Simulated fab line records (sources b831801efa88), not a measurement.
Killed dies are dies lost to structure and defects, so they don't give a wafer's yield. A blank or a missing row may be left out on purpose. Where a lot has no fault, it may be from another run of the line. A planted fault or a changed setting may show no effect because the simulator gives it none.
8D (eight disciplines) problem report, filled in by code / flow gf180mcu / the parts of the form that need people (team, actions taken, sign-off) are left out

1. THE PROBLEM
CONTACT_W_RS at GF_CONTACT_RS_MEAS_25 reads a mean of 0.502 ohm/sq on 1 wafer of 1 lot; wafers without a fault read 0.382 ohm/sq with a standard deviation of 0.005. That is +24 standard deviations from the usual mean.
The step: measures by four-point-probe.
Seen first at day 20 15:56 on filmMetro-02, wafer L853.3. The record holds 36 wafers of 12 lots with a number at this step. The rule behind "out" and "out of limits": a value lying over 4 standard deviations away from the usual mean. Any other wafer with a number is counted as sound.

2. WHAT THIS IS AND IS NOT
question=which readings at this step | is=CONTACT_W_RS | is not=-
question=which lots | is=L853 | is not=L841, L842, L843, L844, L848, L857, L859, L861, L862, L863, L864
question=which wafers of those lots | is=L853.3 | is not=L853.2, L853.6
question=read on which gauges | is=filmMetro-02 | is not=filmMetro-01, filmMetro-04
question=when | is=from day 20 15:56 | is not=up to then (17 sound wafers); but 18 sound wafers of L857, L859, L861, L862, L863, L864 came after

3. SUSPECTS, AND WHAT RULES EACH OUT
Counting: any tool at a process step up to the reading remains a suspect provided it ran every lot that is out. Sound lots after the first of them don't rule it out here, since some wafers of a struck lot are sound.
- the gauge at GF_CONTACT_RS_MEAS_25 is ruled out. All the wafers that are out were read on filmMetro-02, but those of them that GF_CONTACT_CMP_27 has rows for are out there too, on other tools.
- cvdW-02 at GF_CONTACT_CVD_24 (deposits W, target thk 300 nm, time 90.339 s): kept. The lot that is out, L853, ran on it at day 20 15:49; the last sound lot it ran before that was L848, at day 18 17:02.
Remaining after the count: cvdW-02 at GF_CONTACT_CVD_24.

4. THE CAUSE (what the simulator had put in)
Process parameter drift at GF_CONTACT_CVD_24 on cvdW-02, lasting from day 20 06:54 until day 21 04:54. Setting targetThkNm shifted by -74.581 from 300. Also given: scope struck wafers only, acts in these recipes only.
The count eliminated every tool but this one.

5. THE EFFECT CHAIN, in route order
Each row: a reading where the mean over the struck wafers with a number is more than 3 standard deviations away from the usual. Readings are gone through only where the record gives a usual standard deviation; hours: the median, over the lots, of the time from a lot's start at the first step in this table giving one to that lot's start at this step; sigmas: the change measured in usual standard deviations.
hours=0; step=GF_CONTACT_RS_MEAS_25; reading=CONTACT_W_RS; usual=0.382 ohm/sq; on struck wafers=0.502; change=+0.120; sigmas=+24
hours=6; step=GF_CONTACT_THK_MEAS_26; reading=CONTACT_W_THK; usual=296 nm; on struck wafers=225; change=-71; sigmas=-17
hours=12; step=GF_CONTACT_CMP_27; reading=timeToEndpointS; usual=73 s; on struck wafers=58; change=-15; sigmas=-4.7
Here are the process steps it includes:
- GF_CONTACT_CMP_27: polishes, stops on SiO2, t overpolish 15 s, target thk 0 nm.

6. WHAT WOULD HAVE CAUGHT IT SOONER
9 hours passed between the start of the fault at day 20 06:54 and the first reading out of limits at a measuring or inspecting step in this record, taken at day 20 15:56.
An alarm limit of 4 standard deviations would not have fired on the tool readings at GF_CONTACT_CVD_24 for which the record gives a usual standard deviation, since none of them was out on any struck wafer.
All the lots that are out (1) had begun GF_CONTACT_CVD_24 on cvdW-02 by day 20 15:56. A hold on the tool at that time would have spared none of them.
